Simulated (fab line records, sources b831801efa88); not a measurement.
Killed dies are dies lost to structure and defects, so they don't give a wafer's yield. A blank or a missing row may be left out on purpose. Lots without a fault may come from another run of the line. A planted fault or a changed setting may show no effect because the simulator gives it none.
Chamber matching | flow sky130 | SKY_VIA2_CMP_02 on cmp-02: 4 sister chambers
The step polishes SiO2. 4 wafers are shown with their chamber, then 7 later ones without.

WAFERS WITH THEIR CHAMBER
wafer  | chamber | motor_current_A (A)
L504.1 | 3       | 11.2
L505.1 | 2       | 10.4
L520.1 | 0       | 10.3
L520.5 | 1       | 11.8

WAFERS WITHOUT THEIR CHAMBER
wafer  | motor_current_A (A)
L520.6 | 10.1
L521.2 | 10.6
L521.4 | 11.3
L521.5 | 11.2
L524.1 | 10.9
L524.2 | 11.6
L524.4 | 11.2

WHICH CHAMBER EACH WENT THROUGH
wafer  | from the rows above          | in truth
L520.6 | can't be placed: 0 or 2      | 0
L521.2 | can't be placed: 2 or 0      | 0
L521.4 | 3                            | 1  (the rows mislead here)
L521.5 | 3                            | 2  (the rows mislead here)
L524.1 | can't be placed: 3 or 2 or 0 | 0
L524.2 | can't be placed: 1 or 3      | 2
L524.4 | 3                            | 3
Placed correctly: 1 of 7. Can't be placed from these rows: 4 (the true chamber is among the candidates in 3). Placed wrongly: 2.
How it was worked out, from the rows above alone: a wafer's distance from a chamber is the root of the sum, over the readings, of the square of ((its reading less the chamber's mean) divided by the reading's scatter). The wafer belongs to the nearest chamber; if the next one is less than 2 further off, it can't be placed. A chamber's mean is the mean of its shown wafers. The scatter: with one shown wafer a chamber, the root of the mean of the squares of how far each hidden wafer lies from its nearest shown one.
